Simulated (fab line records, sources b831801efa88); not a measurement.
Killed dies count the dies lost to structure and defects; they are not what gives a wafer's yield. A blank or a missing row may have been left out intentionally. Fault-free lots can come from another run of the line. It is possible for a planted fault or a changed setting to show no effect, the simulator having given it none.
fab line records    flow sky130
record lots=7  wafers=21  lastDay=50
route steps=708 shown METAL1@436
lots that met no fault: from a run of the same line without faults
startH: start of the lot's first displayed wafer, in hours after the record's first day    waitH: hours since the lot's step before    " unchanged from the row above    L1.1+2: several wafers, shown together as one row    - no value, or no start given    * or withheld: withheld    < > ~ a bound
route shown NAME@n: names a module that has steps shown in the file, with the first one's number in the route    usual: mean/standard deviation taken from wafers without a fault    same: alike in all rows    chamber/n: place in a boat    sites: per-site readings    _std_site: the standard deviation of these    _edge_site: the outer-site mean with the inner-site mean subtracted    radiusMm: how far each site lies from the wafer's centre    mask NAME#n: copy n    behind: the last tool/chamber to shape the wafer    hold: the reason the lot was held/the length of the hold in hours/how it ended    device: which transistor (n, p or np) failed to switch    end of line: the same wafers' tests at the end of the route    step lacking rows: just its recipe    killed: the dies lost at the first sort to structure and to defects; this is not the yield of the wafer    map: the dies of a wafer, with x for killed, . for not killed, _ for no die there
set.NAME: the run value of the setting; set.NAME@STEP: its run value at that earlier step    model.NAME: the simulator's own value behind a step, which no gauge read
certain route steps with their lots: each step a table, each wafer a row
services: when a tool's chamber went out of use (startH, in hours from the record's first day, below 0 if earlier), for how many hours, and the reason
## steps
# step SKY_METAL1_SPUTTER_02
# recipe material=AlCu  targetThkNm=250  powerW=10600  timeS=13.3  chamberPressurePa=0.4
# usual throttleValvePct=29.3/0.81
lot.wafer  tool           chamber  startH  waitH  throttleValvePct
L326.4     pvdSputter-04  -        726.18  0.0    29.2
L326.5     "              -        "       "      29.7
L326.6     "              -        "       "      27.3
L334.1     pvdSputter-03  -        814.15  0.0    30.4
L334.2     "              -        "       "      29.0
L334.6     "              -        "       "      29.7
L335.1     pvdSputter-04  -        820.00  0.0    26.9
L335.2     "              -        "       "      29.5
L335.6     "              -        "       "      27.1
L343.2     pvdSputter-03  -        863.25  0.0    29.6
L343.4     "              -        "       "      29.5
L343.6     "              -        "       "      29.2
L344.2     pvdSputter-03  -        871.83  0.0    28.9
L344.4     "              -        "       "      30.4
L344.5     "              -        "       "      29.1
L345.2     pvdSputter-03  -        876.93  0.0    29.3
L345.5     "              -        "       "      30.1
L345.6     "              -        "       "      29.4
L349.4     pvdSputter-04  -        908.21  0.0    29.2
L349.5     "              -        "       "      27.2
L349.6     "              -        "       "      29.1
# step SKY_METAL1_SPUTTER_03
# recipe material=Ti  targetThkNm=5  powerW=3000  timeS=3.3  chamberPressurePa=0.4
# usual throttleValvePct=29.3/0.83
lot.wafer  tool           chamber  startH  waitH  throttleValvePct
L326.4     pvdSputter-04  -        726.21  0.0    29.2
L326.5     "              -        "       "      29.6
L326.6     "              -        "       "      26.9
L334.1     pvdSputter-03  -        814.17  0.0    30.3
L334.2     "              -        "       "      28.8
L334.6     "              -        "       "      29.6
L335.1     pvdSputter-04  -        820.03  0.0    27.2
L335.2     "              -        "       "      29.8
L335.6     "              -        "       "      27.1
L343.2     pvdSputter-03  -        863.27  0.0    29.7
L343.4     "              -        "       "      29.1
L343.6     "              -        "       "      29.2
L344.2     pvdSputter-03  -        871.85  0.0    29.1
L344.4     "              -        "       "      29.9
L344.5     "              -        "       "      29.1
L345.2     pvdSputter-03  -        876.95  0.0    29.4
L345.5     "              -        "       "      30.3
L345.6     "              -        "       "      29.3
L349.4     pvdSputter-04  -        908.23  0.0    29.2
L349.5     "              -        "       "      27.3
L349.6     "              -        "       "      29.0
# step SKY_METAL1_SPUTTER_04
# recipe material=TiN  targetThkNm=70  powerW=6500  timeS=58.3  chamberPressurePa=0.4
# usual throttleValvePct=29.3/0.84
lot.wafer  tool           chamber  startH  waitH  throttleValvePct
L326.4     pvdSputter-04  -        726.22  0.0    29.2
L326.5     "              -        "       "      29.6
L326.6     "              -        "       "      26.6
L334.1     pvdSputter-03  -        814.19  0.0    30.2
L334.2     "              -        "       "      28.9
L334.6     "              -        "       "      29.8
L335.1     pvdSputter-04  -        820.05  0.0    27.3
L335.2     "              -        "       "      29.9
L335.6     "              -        "       "      26.9
L343.2     pvdSputter-03  -        863.29  0.0    29.9
L343.4     "              -        "       "      29.3
L343.6     "              -        "       "      29.4
L344.2     pvdSputter-03  -        871.87  0.0    29.1
L344.4     "              -        "       "      30.1
L344.5     "              -        "       "      29.0
L345.2     pvdSputter-03  -        876.97  0.0    29.1
L345.5     "              -        "       "      30.3
L345.6     "              -        "       "      29.5
L349.4     pvdSputter-04  -        908.27  0.0    29.3
L349.5     "              -        "       "      26.9
L349.6     "              -        "       "      28.9
# step SKY_METAL1_RS_MEAS_05
# recipe thkMeasGauge=four-point-probe  reads=TiN_of_METAL1_SPUTTER_04+Ti_of_METAL1_SPUTTER_03+AlCu_of_METAL1_SPUTTER_02+TiN_of_METAL1_SPUTTER_01+Ti_of_METAL1_SPUTTER_00
# usual METAL1_ALCU_RS=0.1260/0.001
lot.wafer  tool          chamber  startH  waitH  METAL1_ALCU_RS[ohm/sq]
L326.4     filmMetro-03  -        726.33  0.1    0.1259
L326.5     "             -        "       "      0.1266
L326.6     "             -        "       "      0.1273
L334.1     filmMetro-03  -        814.24  0.0    0.1256
L334.2     "             -        "       "      0.1250
L334.6     "             -        "       "      0.1259
L335.1     filmMetro-02  -        820.10  0.0    0.1279
L335.2     "             -        "       "      0.1273
L335.6     "             -        "       "      0.1275
L343.2     filmMetro-03  -        863.36  0.0    0.1258
L343.4     "             -        "       "      0.1256
L343.6     "             -        "       "      0.1261
L344.2     filmMetro-02  -        871.94  0.0    0.1266
L344.4     "             -        "       "      0.1258
L344.5     "             -        "       "      0.1264
L345.2     filmMetro-04  -        877.04  0.0    0.1241
L345.5     "             -        "       "      0.1244
L345.6     "             -        "       "      0.1246
L349.4     filmMetro-03  -        908.35  0.1    0.1254
L349.5     "             -        "       "      0.1255
L349.6     "             -        "       "      0.1246
# step SKY_METAL1_THK_MEAS_06
# recipe thkMeasGauge=xrf  reads=AlCu_of_METAL1_SPUTTER_02
# usual METAL1_ALCU_THK=256.3/2.4
lot.wafer  tool          chamber  startH  waitH  METAL1_ALCU_THK[nm]
L326.4     filmMetro-03  -        726.42  0.1    257.1
L326.5     "             -        "       "      256.3
L326.6     "             -        "       "      254.7
L334.1     filmMetro-03  -        814.36  0.1    256.9
L334.2     "             -        "       "      257.3
L334.6     "             -        "       "      255.9
L335.1     filmMetro-02  -        820.22  0.1    252.7
L335.2     "             -        "       "      254.4
L335.6     "             -        "       "      252.9
L343.2     filmMetro-03  -        863.47  0.1    257.2
L343.4     "             -        "       "      255.5
L343.6     "             -        "       "      257.3
L344.2     filmMetro-02  -        872.05  0.1    253.4
L344.4     "             -        "       "      256.3
L344.5     "             -        "       "      255.7
L345.2     filmMetro-04  -        877.15  0.1    262.3
L345.5     "             -        "       "      260.6
L345.6     "             -        "       "      260.9
L349.4     filmMetro-03  -        908.44  0.1    259.5
L349.5     "             -        "       "      258.6
L349.6     "             -        "       "      260.3
# step SKY_METAL1_DEHYDRATE_07
# recipe tempC=200  timeS=60
# step SKY_METAL1_HMDS_08
# recipe primeTimeS=60  primeTempC=120
# step SKY_METAL1_COAT_09
# recipe resist=BARC  tempC=withheld  timeS=withheld  spinRpm=3000  resistThkNm=60
# step SKY_METAL1_COAT_10
# recipe resist=KrF-thick  spinRpm=3000  resistThkNm=450
# step SKY_METAL1_SOFTBAKE_11
# recipe tempC=100  timeS=90  resist=KrF-thick
# step SKY_METAL1_EXPOSE_12
# recipe maskId=MM1  na=0.8  sourceShape=annular  sigmaInner=0.55  sigmaOuter=0.85  targetCdNm=140  doseMj=28
# step SKY_METAL1_PEB_13
# recipe pebTempC=withheld  pebTimeS=withheld  resist=KrF-thick
# step SKY_METAL1_DEVELOP_14
# recipe developTimeS=60  resist=KrF-thick  devTempC=21
# usual chillPlateTempC=23.00/0.098  developTimeS=60/0  exhaustPa=44.8/0.87
lot.wafer  tool           chamber  startH  waitH  chillPlateTempC  developTimeS  exhaustPa  model.KrF-thick_of_METAL1_COAT_10.thkNm
L326.4     lithoTrack-02  0        753     -      22.90            60            44.3       436.2
L326.5     "              0        "       "      22.96            60            44.5       436.4
L326.6     "              0        "       "      23.05            60            43.9       437.5
L334.1     lithoTrack-02  0        840     -      22.92            60            45.7       436.1
L334.2     "              0        "       "      22.98            60            43.9       436.3
L334.6     "              0        "       "      22.86            60            45.7       434.9
L335.1     lithoTrack-04  0        846     -      22.99            60            44.7       435.8
L335.2     "              0        "       "      22.96            60            44.7       435.5
L335.6     "              0        "       "      23.15            60            44.7       436.2
L343.2     lithoTrack-04  -        888     -      -                -             -          451.7
L343.4     "              -        "       "      -                -             -          451.9
L343.6     "              -        "       "      -                -             -          451.8
L344.2     lithoTrack-02  -        897     -      -                -             -          451.2
L344.4     "              -        "       "      -                -             -          451.1
L344.5     "              -        "       "      -                -             -          449.6
L345.2     lithoTrack-02  -        903     -      -                -             -          449.8
L345.5     "              -        "       "      -                -             -          450.1
L345.6     "              -        "       "      -                -             -          451.2
L349.4     lithoTrack-03  0        932     -      23.00            60            45.0       433.8
L349.5     "              0        "       "      22.96            60            44.8       433.7
L349.6     "              0        "       "      23.05            60            45.3       431.8
# step SKY_METAL1_CD_MEAS_15
# recipe targetCdNm=140
# usual cdNm=139.8/1.4
lot.wafer  tool      chamber  startH  waitH  cdNm
L326.4     cdSem-02  -        754.05  -      139.2
L326.5     "         -        "       "      138.9
L326.6     "         -        "       "      137.9
L334.1     cdSem-01  -        840.79  -      140.2
L334.2     "         -        "       "      141.6
L334.6     "         -        "       "      141.2
L335.1     cdSem-02  -        846.63  -      137.8
L335.2     "         -        "       "      137.5
L335.6     "         -        "       "      137.8
L343.2     cdSem-01  -        888.80  -      -
L343.4     "         -        "       "      -
L343.6     "         -        "       "      -
L344.2     cdSem-02  -        897.76  -      -
L344.4     "         -        "       "      -
L344.5     "         -        "       "      -
L345.2     cdSem-01  -        903.16  -      -
L345.5     "         -        "       "      -
L345.6     "         -        "       "      -
L349.4     cdSem-02  -        932.92  -      138.4
L349.5     "         -        "       "      139.6
L349.6     "         -        "       "      140.8
## services
tool           chamber  startH  hours  kind
pvdSputter-03  -        704.28  2.6    repair
pvdSputter-03  -        725.06  9.8    repair
pvdSputter-04  -        756.36  5.1    repair
pvdSputter-04  1        763.00  -      consumableReplace:kit
pvdSputter-04  1        763.00  18.0   scheduledDown
pvdSputter-04  1        763.00  18.0   ventCycle
pvdSputter-03  -        821.82  2.6    repair
pvdSputter-03  -        831.59  0.9    repair
pvdSputter-03  3        867.82  -      consumableReplace:kit
pvdSputter-03  3        867.82  18.0   scheduledDown
pvdSputter-03  3        867.82  18.0   ventCycle
pvdSputter-04  0        906.46  -      consumableReplace:kit
pvdSputter-04  0        906.46  18.0   scheduledDown
pvdSputter-04  0        906.46  18.0   ventCycle
pvdSputter-04  -        923.77  2.0    repair
pvdSputter-03  -        930.74  1.1    repair
## key
firstSign step=SKY_METAL1_DEVELOP_14  reading=toolRecord  direction=missing
effect none on later readings
modelEffect step=SKY_METAL1_DEVELOP_14  value=KrF-thick_of_METAL1_COAT_10.thkNm  without=436.9  struck=450.9
metAt SKY_METAL1_DEVELOP_14
struckWafers L343.2,L343.4,L343.6,L344.2,L344.4,L344.5,L345.2,L345.5,L345.6
laterRowsLeftOut L343.2,L343.4,L343.6,L344.2,L344.4,L344.5,L345.2,L345.5,L345.6
sortLeftOut L343.2,L343.4,L343.6,L344.2,L344.4,L344.5,L345.2,L345.5,L345.6
onsetBetween 846 888
fault kind=skippedStepWhole  tool=lithoTrack-02,lithoTrack-04  chamber=-  onsetH=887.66  steps=SKY_METAL1_DEVELOP_14  scope=struckLotsOnly
# sortLeftOut: the simulated sort isn't trusted on such a fault, so these wafers' sort isn't shown, and their yield isn't known
# laterRowsLeftOut: the simulator's readings of these wafers behind a module that went badly wrong aren't trusted and aren't shown, but for the sort
